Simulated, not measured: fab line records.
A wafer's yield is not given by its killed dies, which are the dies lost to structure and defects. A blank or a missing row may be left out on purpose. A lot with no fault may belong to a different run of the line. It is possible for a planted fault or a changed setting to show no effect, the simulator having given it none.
fab line records ; flow sky130
record: lots: 7; wafers: 21; last_day: 49
route steps=708 shown LDD_N@239 PAD_OPEN@708
lots that met no fault: taken from a fault-free run of the same line
start_h: hours from the record's first day to the start of the lot's first wafer shown ; wait_h: hours from the lot's prior step to this one ; " same as the row above ; L1.1+2: several wafers, shown together as one row ; - no value present, or no start provided ; * or withheld: withheld ; < > ~ a bound
route shown NAME@n: names a module that has steps shown in the file, with the first one's number in the route ; usual: mean and standard deviation over wafers with no fault ; same: alike in all rows ; chamber/n: place in a boat ; sites: the reading at each site ; _std_site: standard deviation of those values ; _edge_site: the outer-site mean with the inner-site mean subtracted ; radius_mm: how far each site lies from the wafer's centre ; mask NAME#n: copy n ; behind: the most recent tool/chamber to have shaped the wafer ; hold: why the lot was held/for how many hours/how that ended ; device: the n, p or np transistor that did not switch ; end of line: tests run on the same wafers once the route is complete ; for a step that has no rows: nothing shown but its recipe ; killed: count of dies lost to structure and defects at first sort (not the wafer's yield) ; map: shows each die of a wafer: x if killed, . if not, _ if none is there
set.NAME: the setting that was run; set.NAME@STEP: the one run at that earlier step ; model.NAME: the simulator's own value behind a step, which no gauge read
lots at some steps of the route; a table a step, a row a wafer
services: a tool's chamber out of use, with start hour (start_h, from the record's first day; less than 0 if before it), hours out, and reason
== steps ==
step: SKY_LDD_N_COAT_02
recipe: resist: NOVOLAK; spin_rpm: 3000; resist_thk_nm: 300
step: SKY_LDD_N_SOFTBAKE_03
recipe: temp_c: 90; time_s: 60; resist: NOVOLAK
step: SKY_LDD_N_EXPOSE_04
recipe: mask_id: NTM; target_cd_nm: 840; na: 0.6; source_shape: conventional; sigma_outer: 0.6; dose_mj: 110
step: SKY_LDD_N_PEB_05
recipe: temp_c: withheld; time_s: *; resist: NOVOLAK
step: SKY_LDD_N_DEVELOP_06
recipe: develop_time_s: 60; dev_temp_c: 23
step: SKY_LDD_N_OVL_MEAS_07
usual: LDD_N_OVL: 0.8/1.1
lot.wafer;tool;chamber;start_h;wait_h;LDD_N_OVL[nm]
L301.1;overlay-01;-;414.97;0.1;0.6
L301.2;overlay-01;-;414.97;0.1;2.2
L301.3;overlay-01;-;414.97;0.1;1.6
L302.1;overlay-01;-;436.37;0.1;0.3
L302.5;overlay-01;-;436.37;0.1;0.0
L302.6;overlay-01;-;436.37;0.1;1.4
L308.2;overlay-02;-;489.74;0.1;1.3
L308.3;overlay-02;-;489.74;0.1;1.1
L308.4;overlay-02;-;489.74;0.1;0.1
L309.3;overlay-02;-;490.98;0.1;-0.9
L309.5;overlay-02;-;490.98;0.1;-0.4
L309.6;overlay-02;-;490.98;0.1;-0.7
L311.2;overlay-01;-;503.74;0.1;1.1
L311.4;overlay-01;-;503.74;0.1;-0.6
L311.6;overlay-01;-;503.74;0.1;0.2
L318.2;overlay-01;-;569.93;0.1;2.3
L318.3;overlay-01;-;569.93;0.1;2.0
L318.6;overlay-01;-;569.93;0.1;1.8
L319.2;overlay-02;-;573.06;0.1;0.5
L319.3;overlay-02;-;573.06;0.1;0.9
L319.6;overlay-02;-;573.06;0.1;2.0
step: SKY_LDD_N_IMPLANT_08
recipe: species: As; energy_kev: 20; dose_cm2: 7.5e+13; tilt_deg: withheld; rotation_deg: 23
step: SKY_LDD_N_IMPLANT_09
recipe: species: As; energy_kev: 20; dose_cm2: 7.5e+13; tilt_deg: withheld; rotation_deg: 113
step: SKY_LDD_N_IMPLANT_10
recipe: species: As; energy_kev: 20; dose_cm2: 7.5e+13; tilt_deg: withheld; rotation_deg: 203
step: SKY_LDD_N_IMPLANT_11
recipe: species: As; energy_kev: 20; dose_cm2: 7.5e+13; tilt_deg: withheld; rotation_deg: 293
step: SKY_LDD_N_IMPLANT_12
recipe: species: BF2; energy_kev: 50; dose_cm2: 5e+12; tilt_deg: 30; rotation_deg: 0
step: SKY_LDD_N_IMPLANT_13
recipe: species: BF2; energy_kev: 50; dose_cm2: 5e+12; tilt_deg: 30; rotation_deg: 90
step: SKY_LDD_N_IMPLANT_14
recipe: species: BF2; energy_kev: 50; dose_cm2: 5e+12; tilt_deg: 30; rotation_deg: 180
usual: beam_energy_keV: 50.000/0.016
lot.wafer;tool;chamber;start_h;wait_h;beam_energy_keV;model.implant.drp_nm
L301.1;implanter-02;0;415.91;0.1;50.000;18.83
L301.2;implanter-02;0;415.91;0.1;50.010;18.83
L301.3;implanter-02;0;415.91;0.1;50.018;18.83
L302.1;implanter-02;0;437.31;0.1;49.961;18.83
L302.5;implanter-02;0;437.31;0.1;49.983;18.83
L302.6;implanter-02;0;437.31;0.1;49.990;18.83
L308.2;implanter-02;0;490.69;0.1;49.026;18.56
L308.3;implanter-02;0;490.69;0.1;49.018;18.56
L308.4;implanter-02;0;490.69;0.1;49.049;18.56
L309.3;implanter-02;0;491.96;0.1;49.016;18.56
L309.5;implanter-02;0;491.96;0.1;49.020;18.56
L309.6;implanter-02;0;491.96;0.1;49.000;18.56
L311.2;implanter-02;0;504.69;0.1;49.037;18.56
L311.4;implanter-02;0;504.69;0.1;49.058;18.56
L311.6;implanter-02;0;504.69;0.1;49.050;18.56
L318.2;implanter-01;0;570.88;0.1;49.989;18.83
L318.3;implanter-01;0;570.88;0.1;50.012;18.83
L318.6;implanter-01;0;570.88;0.1;50.004;18.83
L319.2;implanter-04;0;574.01;0.1;50.007;18.83
L319.3;implanter-04;0;574.01;0.1;49.974;18.83
L319.6;implanter-04;0;574.01;0.1;49.997;18.83
step: SKY_LDD_N_IMPLANT_15
recipe: species: BF2; energy_kev: 50; dose_cm2: 5e+12; tilt_deg: 30; rotation_deg: 270
step: SKY_PAD_OPEN_PROBE_99
usual: killed_at_M0_to_M3: 43/7.2; killed_at_M4_up: 3.3/2; killed_at_contacts: 25/5.8; killed_at_front_end: 15/4.5; killed_at_other: 0.3/0.62; killed_dies: 86/9.4; killed_open: 47/7.1; killed_short: 39/6
same: gross_dies: 492; killed_at_back_side: 0
lot.wafer;tool;chamber;start_h;wait_h;killed_at_M0_to_M3;killed_at_M4_up;killed_at_contacts;killed_at_front_end;killed_at_other;killed_dies;killed_open;killed_short
L308.2;prober-02;-;1137.75;0.1;28;0;28;14;0;70;50;20
L308.3;prober-02;-;1137.80;0.2;39;3;33;14;0;89;41;46
L308.4;prober-02;-;1137.85;0.2;58;0;22;13;0;93;52;40
L309.3;prober-01;-;1138.54;0.2;51;4;23;17;0;95;54;41
L309.5;prober-01;-;1138.64;0.2;55;2;16;14;0;87;48;39
L309.6;prober-01;-;1138.69;0.2;46;2;26;20;0;94;50;44
L311.2;prober-01;-;1140.12;0.1;44;4;22;13;0;83;42;40
L311.4;prober-01;-;1140.22;0.2;40;5;21;23;1;90;49;41
L311.6;prober-01;-;1140.32;0.2;42;4;24;14;0;84;49;35
killed by level:class
L308.2 CONTACT:geometric_particle:open=12 LI_CONTACT:geometric_particle:open=9 VIA1:geometric_particle:open=7 VIA2:geometric_particle:open=6 FIELD_ISO:geometric_particle:open=5 VIA3:geometric_particle:open=5 FIELD_ISO:geometric_particle:short=3 LOCAL_INTERCONNECT:geometric_particle:short=3
L308.3 CONTACT:geometric_particle:open=11 METAL1:geometric_particle:short=10 LI_CONTACT:geometric_particle:open=7 POLY_GATE:geometric_particle:short=6 LOCAL_INTERCONNECT:geometric_particle:short=6 VIA1:geometric_particle:open=6 CONTACT:geometric_particle:short=5 VIA1:geometric_particle:short=5
L308.4 VIA1:geometric_particle:open=17 CONTACT:geometric_particle:open=9 METAL1:geometric_particle:short=9 VIA2:geometric_particle:open=8 METAL2:geometric_particle:short=6 POLY_GATE:geometric_particle:open=5 LI_CONTACT:geometric_particle:open=5 VIA2:geometric_particle:short=5
L309.3 VIA1:geometric_particle:open=12 CONTACT:geometric_particle:open=11 VIA2:geometric_particle:open=10 VIA3:geometric_particle:open=7 METAL1:geometric_particle:short=6 FIELD_ISO:geometric_particle:short=5 LOCAL_INTERCONNECT:geometric_particle:short=5 VIA3:geometric_particle:short=5
L309.5 VIA2:geometric_particle:open=11 VIA1:geometric_particle:open=11 VIA3:geometric_particle:open=11 METAL2:geometric_particle:short=8 CONTACT:geometric_particle:open=7 METAL1:geometric_particle:short=7 FIELD_ISO:geometric_particle:open=6 CONTACT:geometric_particle:short=4
L309.6 VIA1:geometric_particle:open=13 CONTACT:geometric_particle:short=9 CONTACT:geometric_particle:open=9 VIA2:geometric_particle:open=7 FIELD_ISO:geometric_particle:open=6 VIA1:geometric_particle:short=6 VIA2:geometric_particle:short=6 METAL2:geometric_particle:short=5
L311.2 VIA1:geometric_particle:open=9 VIA3:geometric_particle:open=9 LI_CONTACT:geometric_particle:open=7 VIA1:geometric_particle:short=6 CONTACT:geometric_particle:open=5 POLY_GATE:geometric_particle:short=4 LOCAL_INTERCONNECT:geometric_particle:short=4 CONTACT:geometric_particle:short=4
L311.4 VIA1:geometric_particle:open=9 FIELD_ISO:geometric_particle:open=7 LI_CONTACT:geometric_particle:open=7 CONTACT:geometric_particle:open=7 VIA2:geometric_particle:open=7 VIA3:geometric_particle:open=6 FIELD_ISO:geometric_particle:short=5 METAL1:geometric_particle:short=5
L311.6 VIA1:geometric_particle:open=14 CONTACT:geometric_particle:open=11 VIA2:geometric_particle:open=10 FIELD_ISO:geometric_particle:open=5 CONTACT:geometric_particle:short=5 METAL1:geometric_particle:short=5 VIA2:geometric_particle:short=5 LI_CONTACT:geometric_particle:short=4
== services ==
tool;chamber;start_h;hours;kind
implanter-02;-;409.48;1.0;repair
implanter-04;-;456.96;59.3;repair
implanter-01;-;459.86;13.2;pm
implanter-04;-;516.85;31.1;pm
implanter-01;-;527.84;2.5;repair
implanter-04;-;547.93;3.1;pm
== key ==
first_sign: step: SKY_LDD_N_IMPLANT_14; reading: beam_energy_keV; direction: down; sigmas: 60; usual: *; struck: *
effect none on later readings
model_effect: step: SKY_LDD_N_IMPLANT_14; value: implant.drp_nm; without: 18.83; struck: 18.56
met_at SKY_LDD_N_IMPLANT_14
struck_wafers L308.2,L308.3,L308.4,L309.3,L309.5,L309.6,L311.2,L311.4,L311.6
tester_left_out L308,L309,L311
onset_between 437.31 490.69
fault: kind: process_parameter_drift; tool: implanter-02; chamber: -; onset_h: 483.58; steps: SKY_LDD_N_IMPLANT_14; channel: energy_kev; offset: *; shape: step; end_h: 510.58; acts_in: *; stated: *
tester_left_out: of these lots the tester's yield and bins aren't shown, on N5 and GAA mostly nor the transistor test; their killed dies are dies lost to structure and defects alone, not to doping, threshold or leakage, so they don't give the yield
